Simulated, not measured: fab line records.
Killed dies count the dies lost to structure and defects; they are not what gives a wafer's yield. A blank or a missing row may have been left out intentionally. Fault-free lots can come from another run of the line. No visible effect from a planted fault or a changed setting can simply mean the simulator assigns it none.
One fault through the eyes of 2 desks | flow gf180mcu | only its own numbers are on each desk; what lay behind them is given at the end

FROM THE METROLOGY DESK
Lot by lot, what the gauges showed, no matter which tool ran the lot: averages of those sampled wafers that carry a number. A lot is out of limits, marked OUT, if its mean lies more than 4 standard deviations from the usual mean; the brackets give that distance.
Columns: A = M2_ALCU_THK at GF_M2_THK_MEAS_06, usual 453 nm; B = cd_nm at GF_M2_CD_MEAS_14, usual 279.9 nm; C = V3_W_RS at GF_V3_RS_MEAS_24, usual 0.327 ohm/sq; D = V3_W_THK at GF_V3_THK_MEAS_25, usual 348 nm
lot  | first seen here | A   | B     | C                | D
L884 | day 18 05:28    | 449 | 280.0 | 0.323            | 356
L885 | day 18 14:09    | 450 | 282.7 | 0.327            | 347
L887 | day 19 01:06    | 458 | 280.3 | 0.327            | 356
L890 | day 20 09:31    | 461 | 280.2 | 0.328            | 346
L893 | day 21 22:25    | 454 | 279.0 | 0.293 (-9.8) OUT | 386 (+5.3) OUT
L894 | day 22 09:15    | 455 | 279.7 | 0.290 (-11) OUT  | 393 (+6.2) OUT
L895 | day 22 11:29    | 452 | 281.5 | 0.325            | 342
L903 | day 25 03:01    | 455 | 281.8 | 0.333            | 341
L904 | day 25 12:24    | 455 | 279.0 | 0.330            | 355
L906 | day 26 03:58    | 440 | 279.1 | 0.330            | 338
L907 | day 26 11:43    | 450 | 281.5 | 0.325            | 343
This desk reports L893, L894 out of limits; the earliest was L893 at day 25 21:30 (V3_W_RS at GF_V3_RS_MEAS_24). L884, L885, L887, L890, L895, L903, L904, L906, L907 stayed within limits.

FOR THE TOOL OWNER'S DESK: cvd_w-01
The tool's own readings at GF_V3_CVD_23 (deposits W, target thk 350 nm, time 104.9 s): means of the sampled wafers that have a number, for each lot that ran on this tool. A lot is out of limits, marked OUT, if its mean lies more than 4 standard deviations from the usual mean; the brackets give that distance.
Columns: A = heater_power_w at GF_V3_CVD_23, usual 829 W; B = susceptor_temp_C at GF_V3_CVD_23, usual 400.05 C
lot  | first seen here | A    | B
L884 | day 22 10:09    | 821  | 399.91
L887 | day 23 05:57    | 939  | 400.20
L890 | day 24 12:33    | 919  | 400.21
L893 | day 25 21:22    | 952  | 406.73 (+32) OUT
L894 | day 26 06:08    | 759  | 406.42 (+30) OUT
L903 | day 28 15:44    | 926  | 400.08
L904 | day 29 01:14    | 1004 | 399.76
L906 | day 29 14:30    | 925  | 399.92
This desk finds L893, L894 out of limits, L893 being first, at day 25 21:22 (susceptor_temp_C at GF_V3_CVD_23). L884, L887, L890, L903, L904, L906 stayed within limits.

PUT TOGETHER
The tool owner's desk could have raised an alarm at day 25 21:22, on L893, L894.
An alarm was possible from the metrology desk at day 25 21:30, on L893, L894.
All the named lots went through GF_V3_CVD_23 on cvd_w-01.

WHAT WAS PUT IN BY THE SIMULATOR
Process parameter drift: cvd_w-01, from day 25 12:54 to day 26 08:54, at GF_V3_CVD_23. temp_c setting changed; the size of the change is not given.
Shown lots that were struck: L893, L894.
Delay (hours) between the fault's onset and each desk's first out-of-limits reading: 8 at the tool owner's desk, 9 at the metrology desk.
